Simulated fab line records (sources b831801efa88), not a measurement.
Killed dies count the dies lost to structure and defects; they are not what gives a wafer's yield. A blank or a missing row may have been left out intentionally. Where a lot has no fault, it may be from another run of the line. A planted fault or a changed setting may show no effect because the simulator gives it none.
fab line records	flow sky130
record: lots: 24	wafers: 72	lastDay: 50
route steps=708 shown GATE_OXIDE@197 SD_N@353 LI_CONTACT@374 LOCAL_INTERCONNECT@399 VIA2@530
lots with no fault: from the same line, run without faults
startH: hours from the record's opening day to when the first of the lot's shown wafers began	waitH: hours since the lot's step before	" identical to the entry in the row above	L1.1+2: a single row standing in for several wafers	- value missing, or start not given	* or withheld: withheld	< > ~ a bound
route shown NAME@n: names a module that has steps shown in the file, with the first one's number in the route	usual: average and standard deviation across the fault-free wafers	same: alike in all rows	chamber/n: place in a boat	sites: each site's reading	_std_site: the values' standard deviation	_edge_site: inner sites' mean taken away from outer sites' mean	radiusMm: for every site, how far away it sits from the centre of the wafer	mask NAME#n: copy n	behind: the last tool/chamber to shape the wafer	hold: why the lot went on hold/how many hours it stayed there/how the hold came to an end	device: the n, p or np transistor that did not switch	end of line: the route-end tests of the same wafers	for a step that has no rows: nothing shown but its recipe	killed: dies that structure and defects cost at the first sort, which is not the same as the wafer's yield	map: a wafer's dies, x killed, . not, _ none there
set.NAME: the run value of the setting; set.NAME@STEP: its run value at that earlier step	model.NAME: the simulator's own value behind a step, which no gauge read
a sample of lots followed through the steps of the route, with each step as a table and each wafer as a row
services: when a tool's chamber went out of use (startH, in hours from the record's first day, below 0 if earlier), for how many hours, and the reason
== steps ==
step: SKY_GATE_OXIDE_OVL_MEAS_10
usual: GATE_OXIDE_OVL: -0.2/0.91
lot.wafer	tool	chamber	startH	waitH	GATE_OXIDE_OVL[nm]
L074.2	overlay-02	-	311.31	0.1	-0.6
L074.4	"	-	"	"	0.2
L074.5	"	-	"	"	0.1
L075.2	overlay-01	-	320.31	0.1	0.1
L075.5	"	-	"	"	1.0
L075.6	"	-	"	"	1.5
L076.2	overlay-01	-	320.61	0.1	-0.3
L076.4	"	-	"	"	-1.2
L076.5	"	-	"	"	-0.6
L077.2	overlay-01	-	329.03	0.1	0.9
L077.3	"	-	"	"	0.3
L077.5	"	-	"	"	-0.2
L078.2	overlay-02	-	341.83	0.1	-2.1
L078.4	"	-	"	"	-1.0
L078.6	"	-	"	"	-0.8
L079.1	overlay-02	-	343.19	0.1	-0.9
L079.3	"	-	"	"	-1.1
L079.6	"	-	"	"	0.0
L080.1	overlay-02	-	354.38	0.1	0.4
L080.2	"	-	"	"	0.1
L080.5	"	-	"	"	-0.1
L081.1	overlay-01	-	366.98	0.1	0.5
L081.2	"	-	"	"	-0.4
L081.6	"	-	"	"	0.0
L082.1	overlay-02	-	377.88	0.1	-0.8
L082.4	"	-	"	"	-0.2
L082.6	"	-	"	"	-0.3
L083.4	overlay-01	-	392.00	0.1	-0.2
L083.5	"	-	"	"	-0.9
L083.6	"	-	"	"	0.1
L084.2	overlay-01	-	411.59	0.1	-0.4
L084.5	"	-	"	"	0.1
L084.6	"	-	"	"	-0.7
L085.1	overlay-02	-	411.88	0.1	-0.8
L085.2	"	-	"	"	-0.3
L085.6	"	-	"	"	-1.5
L086.2	overlay-01	-	421.98	0.1	-0.4
L086.5	"	-	"	"	1.0
L086.6	"	-	"	"	1.2
L087.2	overlay-01	-	431.66	0.1	-0.4
L087.4	"	-	"	"	-0.6
L087.5	"	-	"	"	-0.2
L088.1	overlay-01	-	431.78	0.1	1.3
L088.5	"	-	"	"	1.6
L088.6	"	-	"	"	2.5
L089.1	overlay-02	-	450.43	0.1	-0.2
L089.2	"	-	"	"	-1.6
L089.6	"	-	"	"	-1.0
L091.1	overlay-01	-	463.43	0.1	-1.6
L091.3	"	-	"	"	-1.4
L091.4	"	-	"	"	0.6
L090.1	overlay-02	-	463.73	0.1	-0.4
L090.4	"	-	"	"	0.7
L090.6	"	-	"	"	0.5
L094.1	overlay-01	-	478.78	0.1	0.6
L094.5	"	-	"	"	0.1
L094.6	"	-	"	"	-0.8
L092.3	overlay-02	-	479.14	0.1	0.6
L092.4	"	-	"	"	0.1
L092.5	"	-	"	"	0.7
L093.1	overlay-02	-	479.43	0.1	-0.2
L093.3	"	-	"	"	-0.1
L093.5	"	-	"	"	1.7
L095.3	overlay-01	-	492.37	0.1	-0.6
L095.4	"	-	"	"	-0.5
L095.5	"	-	"	"	-0.5
L096.2	overlay-02	-	501.23	0.1	-0.7
L096.3	"	-	"	"	-1.1
L096.4	"	-	"	"	-1.6
L097.1	overlay-01	-	501.53	0.1	-0.8
L097.3	"	-	"	"	-1.0
L097.5	"	-	"	"	0.3
step: SKY_SD_N_STRIP_11
recipe: chemistry: O2/N2	powerW: 1400	pressureMtorr: 1500	platenTempC: withheld	o2FlowSccm: 3000	n2FlowSccm: 300	overashFraction: 0.5
usual: chamberPressureMTorr: 1500.0/1.3	drypumpMotorCurrentA: 5.6/0.53	oesProductAu: 0.528/0.0043	stripTimeToEndpointS: 22.43/0.039
lot.wafer	tool	chamber	startH	waitH	chamberPressureMTorr	drypumpMotorCurrentA	oesProductAu	rfHoursCounterH	stripTimeToEndpointS
L074.2	plasmaAsher-03	0	647.43	0.1	1498.0	5.9	0.523	53	22.43
L074.4	"	1	"	"	1500.9	5.6	0.522	-	22.40
L074.5	"	0	"	"	1498.3	5.9	0.536	-	22.45
L076.2	plasmaAsher-04	0	659.03	0.1	1499.3	5.9	0.537	85	22.42
L076.4	"	1	"	"	1498.5	5.0	0.533	-	22.48
L076.5	"	0	"	"	1499.7	5.9	0.524	-	22.42
L075.2	plasmaAsher-04	1	660.91	0.1	1500.4	5.0	0.531	86	22.38
L075.5	"	0	"	"	1500.3	5.9	0.529	-	22.42
L075.6	"	1	"	"	1499.5	5.0	0.531	-	22.41
L077.2	plasmaAsher-04	0	670.01	0.1	1502.1	5.9	0.526	87	22.43
L077.3	"	1	"	"	1498.4	4.9	0.526	-	22.41
L077.5	"	0	"	"	1499.4	5.9	0.528	-	22.43
L078.2	plasmaAsher-04	0	682.63	0.1	1498.7	5.9	0.523	88	22.41
L078.4	"	1	"	"	1500.8	5.0	0.525	-	22.42
L078.6	"	1	"	"	1500.1	5.0	0.523	-	22.45
L079.1	plasmaAsher-03	1	682.76	0.1	1500.3	5.7	0.524	57	22.46
L079.3	"	0	"	"	1500.5	5.9	0.525	-	22.45
L079.6	"	0	"	"	1501.1	5.9	0.524	-	22.43
L080.1	plasmaAsher-03	1	695.15	0.1	1500.8	5.7	0.527	58	22.38
L080.2	"	0	"	"	1500.7	5.9	0.527	58	22.35
L080.5	"	0	"	"	1500.3	5.9	0.534	-	22.37
L081.1	plasmaAsher-01	0	721.18	0.1	1501.6	6.4	0.530	103	22.38
L081.2	"	1	"	"	1498.8	5.0	0.533	103	22.41
L081.6	"	0	"	"	1500.8	6.4	0.524	-	22.40
L082.1	plasmaAsher-01	0	723.51	0.1	1499.2	6.4	0.528	103	22.42
L082.4	"	0	"	"	1502.6	6.4	0.526	-	22.37
L082.6	"	1	"	"	1501.2	5.0	0.532	-	22.40
L083.4	plasmaAsher-01	0	733.50	0.1	1496.9	6.4	0.532	-	22.50
L083.5	"	1	"	"	1499.3	5.0	0.534	-	22.52
L083.6	"	0	"	"	1501.3	6.4	0.536	-	22.53
L084.2	plasmaAsher-04	0	748.01	0.1	1500.3	5.9	0.528	95	22.45
L084.5	"	1	"	"	1499.5	4.9	0.527	-	22.45
L084.6	"	0	"	"	1500.5	5.9	0.524	-	22.41
L085.1	plasmaAsher-04	0	749.93	0.1	1497.3	5.9	0.538	95	22.43
L085.2	"	1	"	"	1499.1	5.0	0.526	95	22.40
L085.6	"	1	"	"	1499.3	5.0	0.530	-	22.47
L086.2	plasmaAsher-03	1	759.01	0.1	1498.6	5.6	0.532	63	22.44
L086.5	"	1	"	"	1499.3	5.6	0.528	-	22.47
L086.6	"	0	"	"	1500.2	5.9	0.535	-	22.43
L088.1	plasmaAsher-01	1	771.43	0.1	1501.5	5.0	0.535	3	22.45
L088.5	"	0	"	"	1501.0	6.4	0.528	-	22.43
L088.6	"	1	"	"	1499.7	5.0	0.522	-	22.43
L087.2	plasmaAsher-01	0	771.91	0.1	1499.3	6.4	0.526	3	22.39
L087.4	"	1	"	"	1500.7	5.0	0.529	-	22.39
L087.5	"	0	"	"	1501.0	6.4	0.532	-	22.41
L089.1	plasmaAsher-04	0	779.31	0.1	1500.9	5.9	0.529	98	22.51
L089.2	"	1	"	"	1500.9	4.9	0.523	98	22.44
L089.6	"	1	"	"	1499.3	5.0	0.527	-	22.49
L091.1	plasmaAsher-03	1	796.01	0.1	1498.0	5.6	0.526	67	22.42
L091.3	"	1	"	"	1500.6	5.6	0.528	-	22.43
L091.4	"	0	"	"	1499.5	5.9	0.529	-	22.44
L090.1	plasmaAsher-04	1	797.00	0.1	1502.4	5.0	0.529	100	22.43
L090.4	"	1	"	"	1496.8	5.0	0.529	-	22.44
L090.6	"	0	"	"	1500.4	5.9	0.527	-	22.41
L093.1	plasmaAsher-04	1	803.85	0.1	1499.3	5.0	0.529	100	22.46
L093.3	"	1	"	"	1499.9	5.0	0.524	-	22.45
L093.5	"	1	"	"	1499.3	5.0	0.526	-	22.47
L092.3	plasmaAsher-04	1	808.08	0.1	1501.6	5.0	0.532	-	22.41
L092.4	"	0	"	"	1499.8	5.9	0.524	-	22.42
L092.5	"	0	"	"	1498.4	5.9	0.526	-	22.44
L094.1	plasmaAsher-01	1	808.08	0.1	1501.1	5.0	0.524	7	22.51
L094.5	"	0	"	"	1502.9	6.4	0.533	-	22.49
L094.6	"	1	"	"	1501.0	5.0	0.529	-	22.50
L095.3	plasmaAsher-01	1	814.92	0.1	1501.9	5.0	0.534	-	22.37
L095.4	"	0	"	"	1501.3	6.4	0.523	-	22.39
L095.5	"	0	"	"	1501.3	6.4	0.530	-	22.36
L096.2	plasmaAsher-04	1	825.31	0.1	1499.3	5.0	0.519	103	22.37
L096.3	"	0	"	"	1499.9	5.9	0.524	-	22.43
L096.4	"	1	"	"	1500.4	5.0	0.524	-	22.37
L097.1	plasmaAsher-01	1	826.15	0.1	1498.9	5.0	0.532	8	22.42
L097.3	"	0	"	"	1500.5	6.4	0.527	-	22.45
L097.5	"	1	"	"	1502.9	5.0	0.536	-	22.49
step: SKY_LI_CONTACT_CD_MEAS_12
recipe: targetCdNm: 170
usual: cdNm: 169.7/1.2
lot.wafer	tool	chamber	startH	waitH	cdNm
L074.2	cdSem-01	-	677.00	-	169.9
L074.4	"	-	"	"	168.2
L074.5	"	-	"	"	168.3
L076.2	cdSem-01	-	688.43	-	168.6
L076.4	"	-	"	"	169.8
L076.5	"	-	"	"	168.4
L075.2	cdSem-02	-	690.25	-	169.8
L075.5	"	-	"	"	170.5
L075.6	"	-	"	"	169.8
L077.2	cdSem-01	-	700.18	-	170.0
L077.3	"	-	"	"	171.0
L077.5	"	-	"	"	170.1
L078.2	cdSem-01	-	711.48	-	169.9
L078.4	"	-	"	"	169.2
L078.6	"	-	"	"	167.7
L079.1	cdSem-02	-	712.61	-	167.1
L079.3	"	-	"	"	167.5
L079.6	"	-	"	"	167.3
L080.1	cdSem-01	-	723.41	-	170.3
L080.2	"	-	"	"	170.9
L080.5	"	-	"	"	172.3
L081.1	cdSem-01	-	750.38	-	168.7
L081.2	"	-	"	"	169.6
L081.6	"	-	"	"	168.9
L082.1	cdSem-01	-	752.28	-	168.2
L082.4	"	-	"	"	168.4
L082.6	"	-	"	"	169.4
L083.4	cdSem-01	-	761.72	-	170.1
L083.5	"	-	"	"	171.5
L083.6	"	-	"	"	169.9
L084.2	cdSem-01	-	775.90	-	168.8
L084.5	"	-	"	"	167.5
L084.6	"	-	"	"	170.2
L085.1	cdSem-02	-	778.13	-	169.8
L085.2	"	-	"	"	170.5
L085.6	"	-	"	"	169.0
L086.2	cdSem-02	-	786.78	-	169.3
L086.5	"	-	"	"	171.7
L086.6	"	-	"	"	171.5
L088.1	cdSem-01	-	798.83	-	168.7
L088.5	"	-	"	"	168.6
L088.6	"	-	"	"	168.6
L087.2	cdSem-02	-	799.33	-	170.2
L087.4	"	-	"	"	170.7
L087.5	"	-	"	"	169.3
L089.1	cdSem-02	-	807.01	-	171.8
L089.2	"	-	"	"	170.2
L089.6	"	-	"	"	173.6
L091.1	cdSem-01	-	823.23	-	170.7
L091.3	"	-	"	"	171.0
L091.4	"	-	"	"	170.0
L090.1	cdSem-02	-	824.18	-	171.3
L090.4	"	-	"	"	170.1
L090.6	"	-	"	"	169.6
L093.1	cdSem-02	-	830.86	-	169.5
L093.3	"	-	"	"	168.0
L093.5	"	-	"	"	169.3
L092.3	cdSem-01	-	835.65	-	168.7
L092.4	"	-	"	"	169.0
L092.5	"	-	"	"	170.8
L094.1	cdSem-02	-	835.96	-	169.9
L094.5	"	-	"	"	170.8
L094.6	"	-	"	"	168.6
L095.3	cdSem-02	-	842.02	-	168.7
L095.4	"	-	"	"	169.4
L095.5	"	-	"	"	169.5
L096.2	cdSem-01	-	852.30	-	168.6
L096.3	"	-	"	"	169.7
L096.4	"	-	"	"	169.3
L097.1	cdSem-02	-	853.23	-	170.1
L097.3	"	-	"	"	171.3
L097.5	"	-	"	"	171.2
step: SKY_LI_CONTACT_CVD_21
recipe: material: W	targetThkNm: 400	timeS: 120.56	tempC: 400	pressureTorr: 40
usual: heaterPowerW: 878/57
lot.wafer	tool	chamber	startH	waitH	heaterPowerW
L074.2	cvdW-01	0	677.69	0.0	973
L074.4	"	0	"	"	963
L074.5	"	1	"	"	869
L076.2	cvdW-01	1	689.12	0.0	899
L076.4	"	1	"	"	884
L076.5	"	0	"	"	938
L075.2	cvdW-02	0	690.95	0.0	851
L075.5	"	1	"	"	828
L075.6	"	0	"	"	845
L077.2	cvdW-01	1	700.87	0.0	885
L077.3	"	1	"	"	884
L077.5	"	0	"	"	948
L078.2	cvdW-01	1	712.17	0.0	882
L078.4	"	0	"	"	974
L078.6	"	0	"	"	977
L079.1	cvdW-02	0	713.32	0.0	861
L079.3	"	0	"	"	835
L079.6	"	1	"	"	806
L080.1	cvdW-02	1	724.12	0.0	802
L080.2	"	0	"	"	858
L080.5	"	1	"	"	811
L081.1	cvdW-02	1	751.10	0.0	808
L081.2	"	0	"	"	852
L081.6	"	1	"	"	822
L082.1	cvdW-02	0	752.99	0.0	833
L082.4	"	0	"	"	833
L082.6	"	0	"	"	820
L083.4	cvdW-01	0	762.43	0.1	971
L083.5	"	0	"	"	979
L083.6	"	1	"	"	901
L084.2	cvdW-02	1	776.61	0.0	817
L084.5	"	0	"	"	860
L084.6	"	1	"	"	816
L085.1	cvdW-02	0	778.87	0.0	849
L085.2	"	1	"	"	836
L085.6	"	0	"	"	831
L086.2	cvdW-02	0	787.47	0.0	857
L086.5	"	0	"	"	847
L086.6	"	1	"	"	802
L088.1	cvdW-01	0	799.55	0.0	992
L088.5	"	0	"	"	947
L088.6	"	1	"	"	877
L087.2	cvdW-02	1	800.04	0.0	829
L087.4	"	0	"	"	851
L087.5	"	1	"	"	818
L089.1	cvdW-02	1	807.72	0.0	831
L089.2	"	0	"	"	843
L089.6	"	1	"	"	847
L091.1	cvdW-01	1	823.96	0.0	924
L091.3	"	1	"	"	886
L091.4	"	0	"	"	975
L090.1	cvdW-02	1	824.91	0.0	818
L090.4	"	1	"	"	835
L090.6	"	1	"	"	833
L093.1	cvdW-01	1	831.59	0.0	902
L093.3	"	1	"	"	901
L093.5	"	1	"	"	903
L092.3	cvdW-01	1	836.37	0.1	900
L092.4	"	0	"	"	975
L092.5	"	1	"	"	905
L094.1	cvdW-02	0	836.67	0.0	831
L094.5	"	1	"	"	845
L094.6	"	0	"	"	836
L095.3	cvdW-01	0	842.73	0.1	954
L095.4	"	1	"	"	921
L095.5	"	1	"	"	900
L096.2	cvdW-02	1	852.99	0.0	805
L096.3	"	1	"	"	823
L096.4	"	0	"	"	837
L097.1	cvdW-01	1	853.96	0.0	912
L097.3	"	0	"	"	973
L097.5	"	1	"	"	923
step: SKY_LOCAL_INTERCONNECT_OVL_MEAS_12
usual: LOCAL_INTERCONNECT_OVL: -2/5.3
lot.wafer	tool	chamber	startH	waitH	LOCAL_INTERCONNECT_OVL[nm]
L074.2	overlay-02	-	706.11	0.1	11
L074.4	"	-	"	"	4
L074.5	"	-	"	"	8
L076.2	overlay-01	-	718.13	0.1	4
L076.4	"	-	"	"	-2
L076.5	"	-	"	"	-5
L075.2	overlay-01	-	719.26	0.1	7
L075.5	"	-	"	"	0
L075.6	"	-	"	"	2
L077.2	overlay-01	-	729.21	0.1	-2
L077.3	"	-	"	"	-1
L077.5	"	-	"	"	-2
L078.2	overlay-01	-	740.87	0.1	1
L078.4	"	-	"	"	-5
L078.6	"	-	"	"	0
L079.1	overlay-02	-	741.95	0.1	3
L079.3	"	-	"	"	-7
L079.6	"	-	"	"	-11
L080.1	overlay-02	-	752.65	0.1	4
L080.2	"	-	"	"	5
L080.5	"	-	"	"	7
L081.1	overlay-02	-	778.68	0.1	-8
L081.2	"	-	"	"	-9
L081.6	"	-	"	"	-7
L082.1	overlay-01	-	780.11	0.1	7
L082.4	"	-	"	"	4
L082.6	"	-	"	"	-4
L083.4	overlay-01	-	789.90	0.1	-1
L083.5	"	-	"	"	-2
L083.6	"	-	"	"	6
L084.2	overlay-02	-	804.06	0.1	-10
L084.5	"	-	"	"	-5
L084.6	"	-	"	"	-6
L085.1	overlay-02	-	806.78	0.1	-4
L085.2	"	-	"	"	-5
L085.6	"	-	"	"	-4
L086.2	overlay-02	-	814.16	0.1	-2
L086.5	"	-	"	"	-2
L086.6	"	-	"	"	-4
L088.1	overlay-02	-	826.83	0.1	-9
L088.5	"	-	"	"	-4
L088.6	"	-	"	"	-8
L087.2	overlay-02	-	827.46	0.1	-7
L087.4	"	-	"	"	-10
L087.5	"	-	"	"	-7
L089.1	overlay-01	-	834.85	0.1	2
L089.2	"	-	"	"	-2
L089.6	"	-	"	"	1
L091.1	overlay-01	-	850.80	0.1	-2
L091.3	"	-	"	"	-5
L091.4	"	-	"	"	-8
L090.1	overlay-02	-	851.78	0.1	-9
L090.4	"	-	"	"	-6
L090.6	"	-	"	"	-1
L093.1	overlay-01	-	857.21	0.1	1
L093.3	"	-	"	"	-4
L093.5	"	-	"	"	9
L092.3	overlay-01	-	863.22	0.1	-6
L092.4	"	-	"	"	-8
L092.5	"	-	"	"	-5
L094.1	overlay-02	-	863.55	0.1	-12
L094.5	"	-	"	"	-9
L094.6	"	-	"	"	-9
L095.3	overlay-01	-	869.57	0.1	-4
L095.4	"	-	"	"	-9
L095.5	"	-	"	"	-11
L096.2	overlay-02	-	880.11	0.1	-5
L096.3	"	-	"	"	-7
L096.4	"	-	"	"	-7
L097.1	overlay-02	-	880.76	0.1	5
L097.3	"	-	"	"	5
L097.5	"	-	"	"	7
step: SKY_VIA2_THK_MEAS_23
recipe: thkMeasGauge: xrf	reads: W_of_VIA2_CVD_21
usual: VIA2_W_THK: 391/6.3
lot.wafer	tool	chamber	startH	waitH	VIA2_W_THK[nm]
L074.2	filmMetro-04	-	846.50	0.1	392
L074.4	"	-	"	"	395
L074.5	"	-	"	"	398
L076.2	filmMetro-01	-	858.65	0.1	375
L076.4	"	-	"	"	373
L076.5	"	-	"	"	377
L075.2	filmMetro-03	-	861.27	0.1	396
L075.5	"	-	"	"	394
L075.6	"	-	"	"	397
L077.2	filmMetro-04	-	869.36	0.1	403
L077.3	"	-	"	"	395
L077.5	"	-	"	"	396
L078.2	filmMetro-04	-	880.78	0.1	399
L078.4	"	-	"	"	402
L078.6	"	-	"	"	399
L079.1	filmMetro-01	-	882.27	0.1	394
L079.3	"	-	"	"	388
L079.6	"	-	"	"	394
L080.1	filmMetro-03	-	893.00	0.1	383
L080.2	"	-	"	"	382
L080.5	"	-	"	"	389
L081.1	filmMetro-04	-	917.65	0.1	398
L081.2	"	-	"	"	398
L081.6	"	-	"	"	396
L082.1	filmMetro-01	-	919.43	0.1	388
L082.4	"	-	"	"	398
L082.6	"	-	"	"	392
L083.4	filmMetro-03	-	925.86	0.1	393
L083.5	"	-	"	"	393
L083.6	"	-	"	"	383
L084.2	filmMetro-01	-	940.82	0.1	396
L084.5	"	-	"	"	393
L084.6	"	-	"	"	390
L085.1	filmMetro-01	-	943.31	0.1	390
L085.2	"	-	"	"	385
L085.6	"	-	"	"	388
L086.2	filmMetro-03	-	949.67	0.1	385
L086.5	"	-	"	"	386
L086.6	"	-	"	"	385
L088.1	filmMetro-01	-	962.47	0.1	392
L088.5	"	-	"	"	386
L088.6	"	-	"	"	391
L087.2	filmMetro-03	-	962.91	0.1	387
L087.4	"	-	"	"	388
L087.5	"	-	"	"	379
L089.1	filmMetro-04	-	969.71	0.1	397
L089.2	"	-	"	"	398
L089.6	"	-	"	"	397
L091.1	filmMetro-03	-	981.44	0.1	386
L091.3	"	-	"	"	387
L091.4	"	-	"	"	382
L090.1	filmMetro-01	-	982.45	0.1	389
L090.4	"	-	"	"	387
L090.6	"	-	"	"	392
L093.1	filmMetro-01	-	991.15	0.1	384
L093.3	"	-	"	"	389
L093.5	"	-	"	"	389
L092.3	filmMetro-04	-	994.93	0.1	391
L092.4	"	-	"	"	389
L092.5	"	-	"	"	389
L094.1	filmMetro-01	-	995.77	0.1	393
L094.5	"	-	"	"	386
L094.6	"	-	"	"	394
L095.3	filmMetro-03	-	1001.92	0.1	387
L095.4	"	-	"	"	382
L095.5	"	-	"	"	378
L096.2	filmMetro-01	-	1009.05	0.1	395
L096.3	"	-	"	"	398
L096.4	"	-	"	"	388
L097.1	filmMetro-03	-	1010.84	0.1	394
L097.3	"	-	"	"	391
L097.5	"	-	"	"	388
== services ==
tool	chamber	startH	hours	kind
plasmaAsher-03	-	639.03	2.8	pm
cvdW-01	-	678.54	0.8	repair
cvdW-02	-	684.02	6.9	pm
plasmaAsher-03	-	691.11	0.6	repair
plasmaAsher-03	-	714.25	14.6	pm
plasmaAsher-03	-	730.17	1.0	repair
cvdW-01	0	732.91	9.3	repair
plasmaAsher-01	-	733.75	9.0	pm
plasmaAsher-01	0	733.75	9.0	ventCycle
plasmaAsher-01	1	733.75	9.0	ventCycle
plasmaAsher-01	0	742.75	-	clean
plasmaAsher-01	1	742.75	-	clean
plasmaAsher-03	-	749.54	1.2	repair
plasmaAsher-03	-	778.02	0.7	repair
cvdW-01	-	781.11	1.2	repair
cvdW-01	-	786.37	6.0	pm
cvdW-01	-	849.47	2.8	pm
== key ==
fault none
